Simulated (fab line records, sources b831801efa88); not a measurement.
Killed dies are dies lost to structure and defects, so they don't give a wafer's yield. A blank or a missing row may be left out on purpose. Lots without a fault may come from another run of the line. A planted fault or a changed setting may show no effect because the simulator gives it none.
Which tool did it? | flow gf180mcu | 12 lots, 36 wafers sampled, at 2 steps of a route of 602

WHAT THE GAUGES READ, wafer by wafer
GF_M4_THK_MEAS_06: measures by xrf.
lot  | measured     | on            | M4_ALCU_THK (nm)
L075 | day 22 16:02 | film_metro-01 | 451 449 455
L077 | day 23 13:07 | film_metro-03 | 453 450 450
L079 | day 24 14:30 | film_metro-03 | 448 435 440
L081 | day 24 23:07 | film_metro-03 | 445 449 450
L083 | day 25 13:47 | film_metro-03 | 445 440 445
L085 | day 26 05:11 | film_metro-04 | 455 452 459
L087 | day 27 03:51 | film_metro-03 | 442 445 430
L089 | day 27 13:09 | film_metro-04 | 440 440 443
L091 | day 28 04:05 | film_metro-03 | 448 449 444
L093 | day 28 23:09 | film_metro-03 | 450 452 446
L095 | day 29 08:08 | film_metro-04 | 438 446 452
L096 | day 29 23:34 | film_metro-03 | 449 460 447

WHICH TOOL RAN EACH LOT (tool, then ch and the chambers of the sampled wafers, then the start)
lot  | GF_V3_CVD_02
L075 | pecvd-01 ch 0,1,2, day 21 14:32
L077 | pecvd-01 ch 0,1,2, day 22 12:07
L079 | pecvd-01 ch 1,2, day 23 13:03
L081 | pecvd-01 ch 0,1,2, day 23 23:14
L083 | pecvd-04 ch 0,1, day 24 13:53
L085 | pecvd-04 ch 0,1,2, day 25 06:22
L087 | pecvd-03 ch 0,1,2, day 26 04:38
L089 | pecvd-03 ch 0,2, day 26 14:32
L091 | pecvd-01 ch 0,1,2, day 27 05:15
L093 | pecvd-03 ch 1,2, day 28 01:11
L095 | pecvd-03 ch 0,1,2, day 28 09:46
L096 | pecvd-01 ch 0,2, day 29 01:56
- GF_V3_CVD_02: deposits SiO2 from TEOS, target thk 850 nm, time 94.851 s.

THE ANSWER, worked out from the rows above alone
Rule: what is usual is taken from the lots themselves. Put in order of their means at a reading, lots are off if they are a third of the lots or fewer, leave a main group of 4 or more, and stand apart from it by a gap of 3 or more times the standard deviation of the main group's means; of several such gaps the widest counts. A main group whose means are all the same, to the digits that the tables above print for the reading, isn't used. A lot without any number at a reading at which 4 lots or more have one is off too. The other lots that the step has rows for count as sound.
No lot is off at any reading shown: from this, nothing can be told.

WHAT THE SIMULATOR HAD PUT IN
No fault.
